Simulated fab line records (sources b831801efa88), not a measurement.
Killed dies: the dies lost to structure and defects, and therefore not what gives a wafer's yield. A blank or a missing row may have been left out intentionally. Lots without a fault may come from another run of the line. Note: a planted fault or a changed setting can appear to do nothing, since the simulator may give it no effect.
Code-filled problem report in 8D (eight disciplines) form + flow sfq-line + the parts of the form that need people (team, actions taken, sign-off) are left out

1. THE PROBLEM
M3_NB_RS at SFQ_M3_RS_MEAS_919 reads a mean of 0.617 ohm/sq on 1 wafer of 1 lot; wafers without a fault read 0.887 ohm/sq with a standard deviation of 0.011. That is -25 standard deviations from the usual mean.
The step: measures by four-point-probe.
First seen on wafer L174.4, day 42 18:17, on film-metro-04. Wafers with a number at this step in the record: 39, from 13 lots. By rule, "out" or "out of limits" means more than 4 standard deviations away from the usual mean. All remaining wafers that have a number are taken as sound.

2. WHAT IT IS, WHAT IT ISN'T
| question                    | is                | is not                                                                                             |
|-----------------------------|-------------------|----------------------------------------------------------------------------------------------------|
| which readings at this step | M3_NB_RS          | -                                                                                                  |
| which lots                  | L174              | L161, L162, L163, L165, L166, L172, L175, L178, L180, L181, L182, L184                             |
| which wafers of those lots  | L174.4            | L174.3, L174.6                                                                                     |
| read on which gauges        | film-metro-04     | film-metro-01, film-metro-02                                                                       |
| when                        | from day 42 18:17 | up to then (20 sound wafers); but 18 sound wafers of L175, L178, L180, L181, L182, L184 came after |

3. THE SUSPECTS, EACH WITH WHAT RULES IT OUT
Counting: a tool at a process step up to the reading stays a suspect if it ran every lot that is out. Sound lots after the first of them don't rule it out here, since some wafers of a struck lot are sound.
- ruled out: the gauge at SFQ_M3_RS_MEAS_919. All the wafers that are out were read on film-metro-04, but those of them that SFQ_TRILAYER_M3_ETCH_METAL_ETCH_078 has rows for are out there too, on other tools.
- pvd-sputter-03 at SFQ_TRILAYER_M3_DEP_SPUTTER_073 (material Nb, target thk 200 nm, time 133.3 s): kept. It processed L174, the lot that is out, at day 42 18:09, and its most recent sound lot before then was L165 at day 37 19:59.
Left after counting: pvd-sputter-03 at SFQ_TRILAYER_M3_DEP_SPUTTER_073.

4. THE CAUSE (what the simulator had put in)
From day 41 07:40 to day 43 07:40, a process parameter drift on pvd-sputter-03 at SFQ_TRILAYER_M3_DEP_SPUTTER_073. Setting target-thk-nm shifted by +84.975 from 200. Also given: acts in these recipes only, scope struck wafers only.
After counting, this tool was the only one left.

5. SEQUENCE OF EFFECTS, ordered by route
Each row: a reading whose mean over the struck wafers that have a number lies more than 3 standard deviations from the usual. Only readings whose record carries a usual standard deviation are examined. hours: median over the lots of the time between each lot's start at the first step of this table that gives one and its start at this step. sigmas: the change, counted in usual standard deviations.
| hours | step                                | reading        | usual        | on struck wafers | change | sigmas |
|-------|-------------------------------------|----------------|--------------|------------------|--------|--------|
| 0     | SFQ_M3_RS_MEAS_919                  | M3_NB_RS       | 0.887 ohm/sq | 0.617            | -0.270 | -25    |
| 3     | SFQ_TRILAYER_M3_ETCH_METAL_ETCH_078 | oes-product-au | 0.895 a.u.   | 0.999            | +0.104 | +13    |
Its process steps:
- SFQ_TRILAYER_M3_ETCH_METAL_ETCH_078: etches Nb in Cl2/Ar, stops on SiO2, target depth 240 nm, time 120 s.

6. HOW IT WOULD HAVE BEEN CAUGHT EARLIER
35 hours passed between the start of the fault at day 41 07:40 and the first reading out of limits at a measuring or inspecting step in this record, taken at day 42 18:17.
No tool reading at SFQ_TRILAYER_M3_DEP_SPUTTER_073 that has a usual standard deviation in the record was out on any struck wafer, so an alarm limit of 4 standard deviations on those readings would not have fired.
By day 42 18:17 the whole set of lots that are out, 1 in number, had already begun SFQ_TRILAYER_M3_DEP_SPUTTER_073 on pvd-sputter-03. Holding the tool at that point would not have protected any of them.
